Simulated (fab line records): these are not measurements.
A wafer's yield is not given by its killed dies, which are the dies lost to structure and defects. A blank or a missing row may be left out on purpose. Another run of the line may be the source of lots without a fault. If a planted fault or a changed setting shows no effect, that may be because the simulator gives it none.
fab line records    flow sky130    part 1 of 2: steps 1 to 30 of 31
record lots=6  wafers=18  lastDay=50
route steps=708 shown LI_CONTACT@375 LOCAL_INTERCONNECT@387 PAD_OPEN@708
lots that met no fault: from a run of the same line without faults
startH: the number of hours between the record's first day and the start of the first shown wafer of the lot    waitH: hours from the lot's prior step to this one    " unchanged from the row above    L1.1+2: one row covering several wafers at once    - either no value or no given start    * or withheld: withheld    < > ~ a bound
route shown NAME@n: a module of which the file shows steps, and the number in the route of the first    usual: mean/standard deviation of fault-free wafers    same: alike in all rows    chamber/n: place in a boat    sites: the reading at each site    _std_site: standard deviation of those values    _edge_site: the outer-site mean with the inner-site mean subtracted    radiusMm: how far each site lies from the wafer's centre    mask NAME#n: copy n    behind: the last tool/chamber to shape the wafer    hold: reason for holding the lot/hours on hold/outcome of the hold    device: names the non-switching transistor (n, p or np)    end of line: tests run on the same wafers once the route is complete    step lacking rows: just its recipe    killed: dies that structure and defects cost at the first sort, which is not the same as the wafer's yield    map: a wafer's dies, marking killed ones x, the rest . and places with no die _
set.NAME: the run value of the setting; set.NAME@STEP: its run value at that earlier step    model.NAME: the simulator's own value behind a step, which no gauge read
lots at selected steps of the route; one table per step, one row per wafer
services: from which hour (startH, from the record's first day; less than 0 if before it) a tool's chamber was out of use, for how many hours, and why
## steps
# step SKY_LI_CONTACT_OVL_MEAS_13
# usual LI_CONTACT_OVL=2/5.1
lot.wafer  tool        chamber  startH  waitH  LI_CONTACT_OVL[nm]
L251.4     overlay-01  -        710.08  0.1    -7
L251.5     "           -        "       "      -2
L251.6     "           -        "       "      0
L254.3     overlay-02  -        717.92  0.1    -6
L254.4     "           -        "       "      -3
L254.5     "           -        "       "      -4
L263.1     overlay-02  -        793.57  0.1    3
L263.2     "           -        "       "      3
L263.6     "           -        "       "      4
L266.1     overlay-01  -        802.47  0.1    -2
L266.3     "           -        "       "      -6
L266.6     "           -        "       "      2
L270.1     overlay-01  -        837.27  0.1    6
L270.4     "           -        "       "      -1
L270.5     "           -        "       "      -1
L271.2     overlay-02  -        858.03  0.1    1
L271.3     "           -        "       "      1
L271.5     "           -        "       "      -1
# step SKY_LI_CONTACT_ETCH_14
# recipe chemistry=N2/H2  target=BARC  ionEnergyEv=200  sourceW=500  biasW=100  pressureMtorr=30  n2FlowSccm=100  h2FlowSccm=200  stopOn=SiO2  timeS=45.9  targetDepthA=600
# usual drypumpMotorCurrentA=5.9/0.45  oesProductAu=0.854/0.0047  throttleValvePct=13.224/0.0088
lot.wafer  tool        chamber  startH  waitH  drypumpMotorCurrentA  oesProductAu  rfHoursCounterH  throttleValvePct
L251.4     rieDiel-04  1        710.10  0.0    6.1                   0.853         12               13.217
L251.5     "           0        "       "      5.6                   0.854         -                13.232
L251.6     "           3        "       "      5.3                   0.849         -                13.238
L254.3     rieDiel-03  0        717.95  0.0    6.0                   0.852         8                13.226
L254.4     "           1        "       "      5.9                   0.856         36               13.232
L254.5     "           3        "       "      5.7                   0.857         -                13.222
L263.1     rieDiel-03  3        793.61  0.0    5.7                   0.850         38               13.216
L263.2     "           0        "       "      5.9                   0.854         9                13.225
L263.6     "           2        "       "      6.6                   0.862         -                13.229
L266.1     rieDiel-03  3        802.51  0.0    5.7                   0.854         38               13.214
L266.3     "           2        "       "      6.6                   0.848         14               13.218
L266.6     "           2        "       "      6.6                   0.852         -                13.223
L270.1     rieDiel-03  2        837.31  0.0    6.6                   0.854         15               13.228
L270.4     "           0        "       "      6.0                   0.863         12               13.221
L270.5     "           0        "       "      5.9                   0.856         -                13.216
L271.2     rieDiel-01  3        858.06  0.0    5.5                   0.848         20               13.223
L271.3     "           1        "       "      6.8                   0.849         4                13.220
L271.5     "           1        "       "      6.7                   0.853         -                13.230
# step SKY_LI_CONTACT_ETCH_15
# recipe target=PSG  chemistry=C4F8/O2/Ar  stopOn=Si  taperDeg=4.15  maskMaterial=KrF-thick  sourceW=1500  biasW=1200  pressureMtorr=40  c4f8FlowSccm=withheld  O2_flow_sccm=6  Ar_flow_sccm=300  timeS=withheld  targetDepthA=6000
# step SKY_LI_CONTACT_STRIP_16
# recipe chemistry=O2/N2  powerW=1400  pressureMtorr=1500  platenTempC=withheld  o2FlowSccm=3000  n2FlowSccm=300  overashFraction=0.5
# usual drypumpMotorCurrentA=5.7/0.31  oesProductAu=0.376/0.0051  stripTimeToEndpointS=3.49/0.033
lot.wafer  tool            chamber  startH  waitH  drypumpMotorCurrentA  oesProductAu  rfHoursCounterH  stripTimeToEndpointS
L251.4     plasmaAsher-02  0        710.26  -      5.5                   0.383         -                3.48
L251.5     "               0        "       "      5.5                   0.382         -                3.48
L251.6     "               1        "       "      5.4                   0.373         -                3.47
L254.3     plasmaAsher-04  0        718.11  -      5.6                   0.376         -                3.53
L254.4     "               1        "       "      5.9                   0.372         -                3.50
L254.5     "               1        "       "      5.9                   0.376         -                3.48
L263.1     plasmaAsher-02  0        793.74  -      5.5                   0.375         35               3.47
L263.2     "               1        "       "      5.4                   0.372         35               3.47
L263.6     "               1        "       "      5.4                   0.377         -                3.56
L266.1     plasmaAsher-01  0        802.63  -      5.8                   0.374         66               3.46
L266.3     "               0        "       "      5.8                   0.388         -                3.55
L266.6     "               0        "       "      5.8                   0.383         -                3.54
L270.1     plasmaAsher-02  1        837.44  -      5.4                   0.378         39               3.52
L270.4     "               0        "       "      5.5                   0.372         -                3.47
L270.5     "               0        "       "      5.5                   0.375         -                3.47
L271.2     plasmaAsher-04  1        858.18  -      5.9                   0.376         106              3.47
L271.3     "               1        "       "      5.9                   0.384         -                3.53
L271.5     "               1        "       "      5.9                   0.376         -                3.52
# step SKY_LI_CONTACT_CLEAN_17
# recipe chemistry=NMP  timeS=600  tempC=60  dry=n2Spin
# step SKY_LI_CONTACT_PRE_CLEAN_18
# recipe gas=Ar  timeS=5.6  biasV=358
# step SKY_LI_CONTACT_SPUTTER_19
# recipe material=Ti  targetThkNm=20  chamberPressurePa=5  powerW=2500  substrateTempC=200  timeS=106.37
# step SKY_LI_CONTACT_SPUTTER_20
# recipe material=TiN  targetThkNm=20  chamberPressurePa=5  powerW=4000  timeS=80
# step SKY_LI_CONTACT_CVD_21
# recipe material=W  targetThkNm=400  timeS=120.56  tempC=400  pressureTorr=40
# usual heaterPowerW=830/41  susceptorTempC=399.97/0.18
lot.wafer  tool     chamber  startH  waitH  heaterPowerW  susceptorTempC
L251.4     cvdW-01  0        710.73  0.1    820           400.24
L251.5     "        1        "       "      867           399.92
L251.6     "        0        "       "      826           399.99
L254.3     cvdW-01  0        718.55  0.1    834           400.02
L254.4     "        1        "       "      888           400.00
L254.5     "        1        "       "      861           400.13
L263.1     cvdW-02  0        794.17  0.0    734           400.05
L263.2     "        1        "       "      830           400.17
L263.6     "        0        "       "      752           400.06
L266.1     cvdW-02  1        803.08  0.0    840           399.83
L266.3     "        0        "       "      734           400.32
L266.6     "        1        "       "      866           399.89
L270.1     cvdW-02  0        837.87  0.0    766           400.03
L270.4     "        0        "       "      754           400.03
L270.5     "        0        "       "      769           399.94
L271.2     cvdW-02  0        858.62  0.0    730           400.20
L271.3     "        0        "       "      758           400.26
L271.5     "        1        "       "      847           399.87
# step SKY_LI_CONTACT_RS_MEAS_22
# recipe thkMeasGauge=four-point-probe  reads=W_of_LI_CONTACT_CVD_21+TiN_of_LI_CONTACT_SPUTTER_20+Ti_of_LI_CONTACT_SPUTTER_19
# usual LI_CONTACT_W_RS=0.282/0.0032
lot.wafer  tool          chamber  startH  waitH  LI_CONTACT_W_RS[ohm/sq]
L251.4     filmMetro-04  -        710.88  0.1    0.284
L251.5     "             -        "       "      0.284
L251.6     "             -        "       "      0.287
L254.3     filmMetro-03  -        718.67  0.1    0.285
L254.4     "             -        "       "      0.280
L254.5     "             -        "       "      0.283
L263.1     filmMetro-03  -        794.30  0.1    0.281
L263.2     "             -        "       "      0.285
L263.6     "             -        "       "      0.281
L266.1     filmMetro-04  -        803.21  0.1    0.280
L266.3     "             -        "       "      0.281
L266.6     "             -        "       "      0.281
L270.1     filmMetro-04  -        838.00  0.1    0.279
L270.4     "             -        "       "      0.278
L270.5     "             -        "       "      0.280
L271.2     filmMetro-01  -        858.76  0.1    0.282
L271.3     "             -        "       "      0.277
L271.5     "             -        "       "      0.283
# step SKY_LI_CONTACT_THK_MEAS_23
# recipe thkMeasGauge=xrf  reads=W_of_LI_CONTACT_CVD_21
# usual LI_CONTACT_W_THK=414/6.8
lot.wafer  tool          chamber  startH  waitH  LI_CONTACT_W_THK[nm]
L251.4     filmMetro-04  -        710.97  0.1    413
L251.5     "             -        "       "      413
L251.6     "             -        "       "      407
L254.3     filmMetro-03  -        718.77  0.1    413
L254.4     "             -        "       "      418
L254.5     "             -        "       "      416
L263.1     filmMetro-03  -        794.42  0.1    422
L263.2     "             -        "       "      414
L263.6     "             -        "       "      423
L266.1     filmMetro-04  -        803.33  0.1    422
L266.3     "             -        "       "      419
L266.6     "             -        "       "      421
L270.1     filmMetro-04  -        838.12  0.1    417
L270.4     "             -        "       "      422
L270.5     "             -        "       "      422
L271.2     filmMetro-01  -        858.87  0.1    409
L271.3     "             -        "       "      418
L271.5     "             -        "       "      411
# step SKY_LI_CONTACT_CMP_24
# recipe stopOn=PSG  tOverpolishS=20  downForcePsi=3.5  platenRpm=60  targetThkNm=0  padVelocityMS=0.94248
# step SKY_LOCAL_INTERCONNECT_SPUTTER_00
# recipe material=TiN  targetThkNm=100  tempC=300  powerW=6500  timeS=83.3  chamberPressurePa=0.4
# usual cathodeDcPowerW=6499.9/1.2  susceptorTempC=300.00/0.19  throttleValvePct=29.7/1.5
lot.wafer  tool           chamber  startH  waitH  cathodeDcPowerW  susceptorTempC  throttleValvePct  model.TiN_of_LOCAL_INTERCONNECT_SPUTTER_00.thkNm
L251.4     pvdSputter-04  -        711.30  0.2    6499.1           299.93          32.1              100.8
L251.5     "              -        "       "      6499.1           299.99          28.4              101.6
L251.6     "              -        "       "      6499.7           300.25          30.9              103
L254.3     pvdSputter-02  -        719.11  0.1    6501.1           299.95          30.1              97.34
L254.4     "              -        "       "      6500.6           300.16          30.4              98.1
L254.5     "              -        "       "      6503.6           299.85          30.0              96.76
L263.1     pvdSputter-02  -        794.78  0.2    6155.9           299.84          27.7              95.56
L263.2     "              -        "       "      6500.9           300.22          31.7              99.51
L263.6     "              -        "       "      6499.7           300.15          30.5              99.59
L266.1     pvdSputter-02  -        803.69  0.2    6499.9           299.94          30.4              99.46
L266.3     "              -        "       "      6156.3           299.77          27.6              94.91
L266.6     "              -        "       "      6498.0           299.75          30.4              99.9
L270.1     pvdSputter-01  -        838.48  0.1    6499.4           299.73          31.5              101.8
L270.4     "              -        "       "      6499.8           299.91          28.0              101.6
L270.5     "              -        "       "      6498.2           300.33          28.7              102.5
L271.2     pvdSputter-01  -        859.41  0.1    6499.3           299.92          27.9              100.1
L271.3     "              -        "       "      6498.3           300.07          30.4              99.8
L271.5     "              -        "       "      6502.9           300.20          27.9              100.2
# step SKY_LOCAL_INTERCONNECT_RS_MEAS_01
# recipe thkMeasGauge=four-point-probe  reads=TiN_of_LOCAL_INTERCONNECT_SPUTTER_00
# usual LOCAL_INTERCONNECT_TIN_RS=14.10/0.18
lot.wafer  tool          chamber  startH  waitH  LOCAL_INTERCONNECT_TIN_RS[ohm/sq]
L251.4     filmMetro-03  -        711.44  0.1    14.03
L251.5     "             -        "       "      13.94
L251.6     "             -        "       "      13.71
L254.3     filmMetro-03  -        719.22  0.1    14.52
L254.4     "             -        "       "      14.41
L254.5     "             -        "       "      14.64
L263.1     filmMetro-02  -        794.84  0.0    14.78
L263.2     "             -        "       "      14.20
L263.6     "             -        "       "      14.17
L266.1     filmMetro-03  -        803.75  0.0    14.23
L266.3     "             -        "       "      14.97
L266.6     "             -        "       "      14.13
L270.1     filmMetro-03  -        838.54  0.0    13.90
L270.4     "             -        "       "      13.93
L270.5     "             -        "       "      13.80
L271.2     filmMetro-03  -        859.50  0.1    14.13
L271.3     "             -        "       "      14.14
L271.5     "             -        "       "      14.10
# step SKY_LOCAL_INTERCONNECT_THK_MEAS_02
# recipe thkMeasGauge=xrf  reads=TiN_of_LOCAL_INTERCONNECT_SPUTTER_00
# usual LOCAL_INTERCONNECT_TIN_THK=100.9/1.5
lot.wafer  tool          chamber  startH  waitH  LOCAL_INTERCONNECT_TIN_THK[nm]
L251.4     filmMetro-03  -        711.53  0.1    101.4
L251.5     "             -        "       "      101.9
L251.6     "             -        "       "      103.8
L254.3     filmMetro-03  -        719.32  0.1    97.8
L254.4     "             -        "       "      98.6
L254.5     "             -        "       "      97.0
L263.1     filmMetro-02  -        794.96  0.1    95.9
L263.2     "             -        "       "      99.7
L263.6     "             -        "       "      100.0
L266.1     filmMetro-03  -        803.87  0.1    99.6
L266.3     "             -        "       "      95.7
L266.6     "             -        "       "      100.5
L270.1     filmMetro-03  -        838.66  0.1    102.3
L270.4     "             -        "       "      102.0
L270.5     "             -        "       "      102.6
L271.2     filmMetro-03  -        859.61  0.1    100.3
L271.3     "             -        "       "      99.6
L271.5     "             -        "       "      100.6
# step SKY_LOCAL_INTERCONNECT_DEHYDRATE_03
# recipe tempC=200  timeS=60
# step SKY_LOCAL_INTERCONNECT_HMDS_04
# recipe primeTimeS=60  primeTempC=120
# step SKY_LOCAL_INTERCONNECT_COAT_05
# recipe resist=BARC  tempC=withheld  timeS=withheld  spinRpm=3000  resistThkNm=60
# step SKY_LOCAL_INTERCONNECT_COAT_06
# recipe resist=KrF-thick  spinRpm=3000  resistThkNm=450
# step SKY_LOCAL_INTERCONNECT_SOFTBAKE_07
# recipe tempC=100  timeS=90  resist=KrF-thick
# step SKY_LOCAL_INTERCONNECT_EXPOSE_08
# recipe maskId=LI1M  na=0.8  sourceShape=annular  sigmaInner=0.55  sigmaOuter=0.85  targetCdNm=170  doseMj=28
# step SKY_LOCAL_INTERCONNECT_PEB_09
# recipe pebTempC=withheld  pebTimeS=withheld  resist=KrF-thick
# step SKY_LOCAL_INTERCONNECT_DEVELOP_10
# recipe developTimeS=60  resist=KrF-thick  devTempC=21
# step SKY_LOCAL_INTERCONNECT_CD_MEAS_11
# recipe targetCdNm=170
# usual cdNm=169.9/1.5
lot.wafer  tool      chamber  startH  waitH  cdNm
L251.4     cdSem-02  -        739.06  -      168.8
L251.5     "         -        "       "      167.5
L251.6     "         -        "       "      166.7
L254.3     cdSem-02  -        746.88  -      170.1
L254.4     "         -        "       "      170.0
L254.5     "         -        "       "      170.8
L263.1     cdSem-02  -        821.35  -      171.9
L263.2     "         -        "       "      170.9
L263.6     "         -        "       "      171.7
L266.1     cdSem-01  -        830.69  -      169.6
L266.3     "         -        "       "      170.9
L266.6     "         -        "       "      171.5
L270.1     cdSem-01  -        864.74  -      169.6
L270.4     "         -        "       "      168.5
L270.5     "         -        "       "      169.9
L271.2     cdSem-01  -        885.86  -      169.6
L271.3     "         -        "       "      168.6
L271.5     "         -        "       "      169.2
# step SKY_LOCAL_INTERCONNECT_OVL_MEAS_12
# usual LOCAL_INTERCONNECT_OVL=1/4.8
lot.wafer  tool        chamber  startH  waitH  LOCAL_INTERCONNECT_OVL[nm]
L251.4     overlay-02  -        739.14  0.1    7
L251.5     "           -        "       "      10
L251.6     "           -        "       "      5
L254.3     overlay-01  -        746.97  0.1    1
L254.4     "           -        "       "      2
L254.5     "           -        "       "      5
L263.1     overlay-02  -        821.47  0.1    -2
L263.2     "           -        "       "      -4
L263.6     "           -        "       "      -2
L266.1     overlay-02  -        830.81  0.1    -11
L266.3     "           -        "       "      -10
L266.6     "           -        "       "      -8
L270.1     overlay-01  -        864.86  0.1    8
L270.4     "           -        "       "      8
L270.5     "           -        "       "      1
L271.2     overlay-01  -        885.96  0.1    9
L271.3     "           -        "       "      11
L271.5     "           -        "       "      8
# step SKY_LOCAL_INTERCONNECT_ETCH_13
# recipe chemistry=N2/H2  target=BARC  ionEnergyEv=200  biasW=100  pressureMtorr=30  n2FlowSccm=100  h2FlowSccm=200  icpW=500  stopOn=SiO2  timeS=45.9  targetDepthA=600
# usual drypumpMotorCurrentA=5.7/0.39  oesProductAu=0.854/0.0054  throttleValvePct=13.225/0.0089
lot.wafer  tool         chamber  startH  waitH  drypumpMotorCurrentA  oesProductAu  rfHoursCounterH  throttleValvePct
L251.4     rieMetal-01  0        739.18  0.0    4.9                   0.851         -                13.246
L251.5     "            1        "       "      5.9                   0.859         -                13.228
L251.6     "            0        "       "      4.9                   0.861         -                13.221
L254.3     rieMetal-03  1        747.02  0.0    5.6                   0.852         -                13.218
L254.4     "            0        "       "      6.2                   0.844         -                13.220
L254.5     "            1        "       "      5.6                   0.853         -                13.226
L263.1     rieMetal-02  1        821.51  0.0    5.6                   0.855         7                13.226
L263.2     "            0        "       "      5.6                   0.855         14               13.231
L263.6     "            0        "       "      5.6                   0.855         -                13.230
L266.1     rieMetal-03  0        830.85  0.0    6.2                   0.855         7                13.218
L266.3     "            1        "       "      5.6                   0.858         -                13.224
L266.6     "            0        "       "      6.2                   0.853         -                13.231
L270.1     rieMetal-03  1        864.90  0.0    5.6                   0.860         14               13.230
L270.4     "            0        "       "      6.2                   0.859         -                13.238
L270.5     "            0        "       "      6.2                   0.853         -                13.218
L271.2     rieMetal-03  1        885.99  0.0    5.7                   0.854         15               13.221
L271.3     "            1        "       "      5.6                   0.858         -                13.217
L271.5     "            0        "       "      6.2                   0.855         -                13.224
# step SKY_LOCAL_INTERCONNECT_METAL_ETCH_14
# recipe targetDepthNm=110  stopOn=PSG  chemistry=Cl2/BCl3  target=TiN  resistSidewallDeg=88  pressureMtorr=10  icpW=900  biasW=48.5  Cl2_flow_sccm=60  bcl3FlowSccm=30  timeS=31.4
# usual drypumpMotorCurrentA=5.6/0.39  oesProductAu=0.942/0.0086  throttleValvePct=21.899/0.01
lot.wafer  tool         chamber  startH  waitH  drypumpMotorCurrentA  oesProductAu  rfHoursCounterH  throttleValvePct
L251.4     rieMetal-01  0        739.24  0.0    4.9                   0.946         -                21.921
L251.5     "            1        "       "      5.9                   0.946         -                21.886
L251.6     "            0        "       "      4.9                   0.959         -                21.903
L254.3     rieMetal-03  1        747.08  0.0    5.7                   0.935         -                21.898
L254.4     "            0        "       "      6.2                   0.925         -                21.932
L254.5     "            1        "       "      5.7                   0.916         -                21.934
L263.1     rieMetal-02  1        821.57  0.0    5.5                   0.917         7                21.920
L263.2     "            0        "       "      5.6                   0.935         14               21.897
L263.6     "            0        "       "      5.6                   0.934         -                21.883
L266.1     rieMetal-03  0        830.91  0.0    6.2                   0.936         7                21.903
L266.3     "            1        "       "      5.6                   0.916         -                21.911
L266.6     "            0        "       "      6.2                   0.944         -                21.898
L270.1     rieMetal-03  1        864.96  0.0    5.6                   0.953         14               21.893
L270.4     "            0        "       "      6.2                   0.952         -                21.883
L270.5     "            0        "       "      6.2                   0.956         -                21.876
L271.2     rieMetal-03  1        886.05  0.0    5.6                   0.944         15               21.884
L271.3     "            1        "       "      5.6                   0.938         -                21.907
L271.5     "            0        "       "      6.2                   0.942         -                21.894
# step SKY_LOCAL_INTERCONNECT_STRIP_15
# recipe chemistry=O2/N2  powerW=1400  pressureMtorr=1500  platenTempC=withheld  o2FlowSccm=3000  n2FlowSccm=300  overashFraction=0.5
# usual drypumpMotorCurrentA=5.8/0.3  oesProductAu=0.426/0.0042  stripTimeToEndpointS=4.726/0.016
lot.wafer  tool            chamber  startH  waitH  drypumpMotorCurrentA  oesProductAu  rfHoursCounterH  stripTimeToEndpointS
L251.4     plasmaAsher-01  1        739.31  0.1    6.4                   0.426         -                4.706
L251.5     "               1        "       "      6.3                   0.424         -                4.700
L251.6     "               0        "       "      5.8                   0.428         -                4.723
L254.3     plasmaAsher-03  1        747.15  0.1    5.4                   0.425         -                4.689
L254.4     "               0        "       "      5.5                   0.429         -                4.730
L254.5     "               1        "       "      5.4                   0.427         -                4.703
L263.1     plasmaAsher-04  1        821.63  0.0    5.9                   0.430         102              4.761
L263.2     "               0        "       "      5.6                   0.422         102              4.748
L263.6     "               1        "       "      5.9                   0.421         -                4.757
L266.1     plasmaAsher-01  1        830.96  0.0    6.3                   0.428         68               4.735
L266.3     "               1        "       "      6.4                   0.430         -                4.746
L266.6     "               0        "       "      5.8                   0.431         -                4.733
L270.1     plasmaAsher-04  1        865.01  0.0    5.9                   0.422         107              4.709
L270.4     "               1        "       "      5.9                   0.416         -                4.725
L270.5     "               1        "       "      5.9                   0.426         -                4.725
L271.2     plasmaAsher-03  1        886.11  0.0    5.4                   0.424         14               4.727
L271.3     "               1        "       "      5.4                   0.427         -                4.734
L271.5     "               0        "       "      5.5                   0.418         -                4.758
# step SKY_LOCAL_INTERCONNECT_STRIP_16
# recipe chemistry=postEtchResidueRemover  timeS=1200  tempC=72.5
# usual bathGuardTempC=72.5/0.64  bathHeatDutyPct=14.2/1.7
lot.wafer  tool         chamber  startH  waitH  bathGuardTempC  bathHeatDutyPct  model.TiN_of_LOCAL_INTERCONNECT_SPUTTER_00.thkNm
L251.4     wetBench-01  3        739.37  0.0    71.5            15.9             100.4
L251.5     "            3        "       "      71.8            15.7             101.2
L251.6     "            3        "       "      71.6            16.1             102.6
L254.3     wetBench-02  1        747.21  0.0    72.6            14.5             96.92
L254.4     "            1        "       "      72.4            14.9             97.68
L254.5     "            1        "       "      72.6            15.1             96.34
L263.1     wetBench-02  2        821.73  0.1    74.1            15.6             95.14
L263.2     "            2        "       "      73.7            15.6             99.09
L263.6     "            2        "       "      73.9            14.9             99.17
L266.1     wetBench-04  3        831.06  0.1    71.9            11.7             99.05
L266.3     "            3        "       "      72.0            12.6             94.49
L266.6     "            3        "       "      72.1            10.8             99.48
L270.1     wetBench-02  0        865.11  0.1    72.7            13.1             101.4
L270.4     "            0        "       "      72.5            12.5             101.2
L270.5     "            0        "       "      72.7            11.9             102.1
L271.2     wetBench-04  1        886.21  0.1    72.0            13.0             99.65
L271.3     "            1        "       "      72.2            11.6             99.38
L271.5     "            1        "       "      71.8            11.0             99.82
# step SKY_LOCAL_INTERCONNECT_CLEAN_17
# recipe chemistry=IPA  timeS=180  tempC=25
## key
firstSign step=SKY_LOCAL_INTERCONNECT_SPUTTER_00  reading=cathodeDcPowerW  direction=down  sigmas=99+  usual=6499.9  struck=6156.1
effect step=SKY_LOCAL_INTERCONNECT_RS_MEAS_01  reading=LOCAL_INTERCONNECT_TIN_RS  direction=up  sigmas=4.2  usual=14.10  struck=14.87
effect step=SKY_LOCAL_INTERCONNECT_THK_MEAS_02  reading=LOCAL_INTERCONNECT_TIN_THK  direction=down  sigmas=3.4  usual=100.9  struck=95.8
effect step=SKY_LOCAL_INTERCONNECT_METAL_ETCH_14  reading=oesProductAu  direction=down  sigmas=3.1  usual=0.942  struck=0.916
modelEffect step=SKY_LOCAL_INTERCONNECT_SPUTTER_00  value=TiN_of_LOCAL_INTERCONNECT_SPUTTER_00.thkNm  without=100.5  struck=95.24
modelEffect step=SKY_LOCAL_INTERCONNECT_STRIP_16  value=TiN_of_LOCAL_INTERCONNECT_SPUTTER_00.thkNm  without=100.1  struck=94.82
modelEffect step=SKY_PAD_OPEN_PROBE_99  value=etest.resLi.lineOhmUm  without=74.52  struck=78.68
metAt SKY_LOCAL_INTERCONNECT_SPUTTER_00
struckWafers L263.1,L266.3
testerLeftOut L263,L266
fault kind=processParameterDrift  tool=pvdSputter-02  chamber=-  onsetH=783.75  steps=SKY_LOCAL_INTERCONNECT_SPUTTER_00  channel=powerW  offset=*  shape=step  endH=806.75  actsIn=*  stated=*  scope=struckWafersOnly
# testerLeftOut: of these lots the tester's yield and bins aren't shown, on N5 and GAA mostly nor the transistor test; their killed dies are dies lost to structure and defects alone, not to doping, threshold or leakage, so they don't give the yield
